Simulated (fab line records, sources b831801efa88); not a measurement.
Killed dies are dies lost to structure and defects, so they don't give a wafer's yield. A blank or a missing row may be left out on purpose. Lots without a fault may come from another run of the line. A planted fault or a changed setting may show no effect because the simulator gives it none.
Which tool did it? | flow gf180mcu | 14 lots, 41 wafers sampled, at 6 steps of a route of 602

WHAT THE GAUGES READ, wafer by wafer
GF_STI_THK_MEAS_04.
lot  | measured    | on            | STI_CVD_03_THK (nm)
L302 | day 1 13:34 | film_metro-03 | 208.1 207.8 207.9
L303 | day 1 21:39 | film_metro-01 | 209.1 208.2 208.4
L305 | day 2 09:30 | film_metro-04 | 205.9 204.8 205.3
L307 | day 2 15:07 | film_metro-04 | 209.8 208.4 207.5
L308 | day 2 20:09 | film_metro-04 | 210.5 209.9 209.1
L309 | day 3 00:51 | film_metro-04 | 207.4 209.1 208.3
L310 | day 3 06:38 | film_metro-04 | 206.9 206.0 207.7
L311 | day 3 10:46 | film_metro-04 | 209.2 207.9 208.8
L314 | day 4 01:34 | film_metro-01 | 209.8 206.2 208.3
L319 | day 5 02:34 | film_metro-01 | 207.7 206.9 206.8
L320 | day 5 07:34 | film_metro-03 | 209.1 210.5
L323 | day 5 22:34 | film_metro-04 | 207.7 207.7 207.0
L324 | day 6 04:33 | film_metro-01 | 210.7 210.6 208.5
L325 | day 6 08:35 | film_metro-03 | 207.7 208.2 208.5

GF_NWELL_TW_MEAS_11.
lot  | measured    | on            | NWELL_TW
L302 | day 3 11:44 | film_metro-02 | 1566 1582 1567
L303 | day 3 14:05 | film_metro-02 | 1587 1569 1575
L305 | day 4 04:17 | film_metro-04 | 1559 1561 1569
L307 | day 4 11:21 | film_metro-02 | 1580 1571 1571
L308 | day 4 16:36 | film_metro-03 | 1564 1559 1569
L309 | day 4 21:24 | film_metro-04 | 1565 1568 1569
L310 | day 5 04:38 | film_metro-03 | 1559 1549 1549
L311 | day 5 09:28 | film_metro-04 | 1557 1565 1563
L314 | day 6 01:45 | film_metro-04 | 1552 1559 1557
L319 | day 7 05:27 | film_metro-03 | 1544 1557 1430
L320 | day 7 10:23 | film_metro-03 | 1559 1418
L323 | day 8 01:31 | film_metro-04 | 1566 1558 1561
L324 | day 8 07:54 | film_metro-03 | 1569 1558 1563
L325 | day 8 13:33 | film_metro-04 | 1564 1560 1555

GF_VT_IMPLANT_RS_MEAS_47: measures by four-point-probe.
lot  | measured     | on            | NWELL_RS (ohm/sq)
L302 | day 7 19:10  | film_metro-04 | 490.2 489.4 490.3
L303 | day 7 22:20  | film_metro-04 | 489.2 489.6 488.1
L305 | day 8 15:37  | film_metro-03 | 489.9 488.4 489.4
L307 | day 8 23:03  | film_metro-04 | 486.3 487.1 488.5
L308 | day 9 06:03  | film_metro-02 | 488.1 488.1 487.9
L309 | day 9 12:13  | film_metro-02 | 485.9 487.0 485.9
L310 | day 9 20:41  | film_metro-04 | 487.7 489.4 488.9
L311 | day 10 02:41 | film_metro-04 | 485.4 487.2 486.4
L314 | day 10 21:21 | film_metro-04 | 487.3 488.2 488.3
L319 | day 12 07:44 | film_metro-02 | 486.0 486.5 580.2
L320 | day 12 14:35 | film_metro-02 | 487.1 578.8
L323 | day 13 11:47 | film_metro-02 | 487.0 488.1 486.9
L324 | day 13 15:45 | film_metro-02 | 487.2 488.0 488.1
L325 | day 13 23:34 | film_metro-02 | 486.3 485.8 487.4

GF_POLY_GATE_THK_MEAS_01.
lot  | measured     | on            | POLY_GATE_CVD_00_THK (nm)
L302 | day 8 15:54  | film_metro-01 | 198.5 198.0 199.9
L303 | day 8 20:01  | film_metro-04 | 199.9 197.9 199.8
L305 | day 9 14:07  | film_metro-01 | 200.4 198.2 198.7
L307 | day 9 20:45  | film_metro-01 | 202.5 203.5 201.3
L308 | day 10 04:32 | film_metro-04 | 201.6 200.6 200.7
L309 | day 10 13:32 | film_metro-02 | 200.4 200.6 199.8
L310 | day 10 19:38 | film_metro-04 | 201.2 201.2 200.3
L311 | day 11 02:06 | film_metro-01 | 199.3 196.9 196.5
L314 | day 11 20:33 | film_metro-04 | 198.8 197.4 199.7
L319 | day 13 09:39 | film_metro-01 | 200.3 199.4 199.3
L320 | day 13 17:14 | film_metro-01 | 197.9 199.0
L323 | day 14 14:05 | film_metro-02 | 198.4 197.4 197.9
L324 | day 14 17:24 | film_metro-04 | 199.7 197.7 198.2
L325 | day 15 01:55 | film_metro-02 | 199.5 200.1 200.2

GF_HV_LDD_OVL_MEAS_08.
lot  | measured     | on         | HV_LDD_OVL (nm)
L302 | day 10 04:34 | overlay-02 | 1.8 0.2 -0.2
L303 | day 10 08:49 | overlay-02 | -2.0 -0.9 -2.0
L305 | day 11 04:02 | overlay-01 | 1.0 1.0 3.7
L307 | day 11 10:58 | overlay-01 | 1.2 -1.6 0.9
L308 | day 11 17:21 | overlay-02 | 2.4 3.9 2.8
L309 | day 12 03:23 | overlay-01 | -0.3 -0.4 -0.9
L310 | day 12 09:49 | overlay-02 | 0.2 2.1 3.8
L311 | day 12 17:52 | overlay-02 | 2.1 2.5 0.3
L314 | day 13 13:27 | overlay-02 | 0.1 1.2 -1.4
L319 | day 15 06:04 | overlay-01 | -1.4 -0.1 -1.2
L320 | day 15 13:44 | overlay-02 | 2.7 3.6
L323 | day 16 13:00 | overlay-02 | 1.1 2.4 2.1
L324 | day 16 15:06 | overlay-01 | 1.0 0.4 1.8
L325 | day 16 23:46 | overlay-01 | 1.6 2.7 2.6

WHICH TOOL RAN EACH LOT (tool, then ch and the chambers of the sampled wafers, then the start)
lot  | GF_NWELL_IMPLANT_08
L302 | implanter-04 ch 0, day 3 11:20
L303 | implanter-04 ch 0, day 3 13:41
L305 | implanter-04 ch 0, day 4 03:54
L307 | implanter-02 ch 0, day 4 10:57
L308 | implanter-03 ch 0, day 4 16:12
L309 | implanter-04 ch 0, day 4 21:00
L310 | implanter-02 ch 0, day 5 04:15
L311 | implanter-03 ch 0, day 5 09:04
L314 | implanter-03 ch 0, day 6 01:21
L319 | implanter-03 ch 0, day 7 05:03
L320 | implanter-03 ch 0, day 7 09:59
L323 | implanter-02 ch 0, day 8 01:07
L324 | implanter-02 ch 0, day 8 07:30
L325 | implanter-02 ch 0, day 8 13:11
- GF_NWELL_IMPLANT_08

WHAT THE TOOLS THEMSELVES READ (means of the sampled wafers that have a number; where no wafer has one, the mark that the record gives instead)
GF_NWELL_IMPLANT_08.
lot  | tool         | dose_ions_cm2
L302 | implanter-04 | 1.5001e+13
L303 | implanter-04 | 1.5000e+13
L305 | implanter-04 | 1.4991e+13
L307 | implanter-02 | 1.4994e+13
L308 | implanter-03 | 1.5006e+13
L309 | implanter-04 | 1.5004e+13
L310 | implanter-02 | 1.4997e+13
L311 | implanter-03 | 1.4997e+13
L314 | implanter-03 | 1.4998e+13
L319 | implanter-03 | 1.4994e+13
L320 | implanter-03 | 1.5010e+13
L323 | implanter-02 | 1.4993e+13
L324 | implanter-02 | 1.4992e+13
L325 | implanter-02 | 1.5004e+13

THE ANSWER, worked out from the rows above alone
Rule: what is usual is taken from the lots themselves. Put in order of their means at a reading, lots are off if they are a third of the lots or fewer, leave a main group of 4 or more, and stand apart from it by a gap of 3 or more times the standard deviation of the main group's means; of several such gaps the widest counts. A main group whose means are all the same, to the digits that the tables above print for the reading, isn't used. A lot without any number at a reading at which 4 lots or more have one is off too. The other lots that the step has rows for count as sound. The gauges are gone through in route order, then the tools' own readings, and for those a lot's mean is taken as printed above. The first step at which some lot is off is used, and at that step the reading that is off furthest; a lot without a number counts as furthest.
Off: L319, L320, at GF_NWELL_TW_MEAS_11 (NWELL_TW). The main group: mean 1564, standard deviation 6.9.
A tool fits if, at a process step before that reading, it ran every lot that is off, and no sound lot after the first of them. The gauges at GF_NWELL_TW_MEAS_11 aren't tried: what is off there is off at GF_VT_IMPLANT_RS_MEAS_47 too, on other tools, and a gauge's error can't cause that. One fits: implanter-03 at GF_NWELL_IMPLANT_08. Its last sound lot is L314 (day 6 01:21), its first lot that is off L319 (day 7 05:03): a fault that began between those two fits.

WHAT THE SIMULATOR HAD PUT IN
Process parameter drift: implanter-03, from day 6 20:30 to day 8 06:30, at GF_NWELL_IMPLANT_08. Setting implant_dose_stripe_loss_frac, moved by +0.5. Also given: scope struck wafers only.
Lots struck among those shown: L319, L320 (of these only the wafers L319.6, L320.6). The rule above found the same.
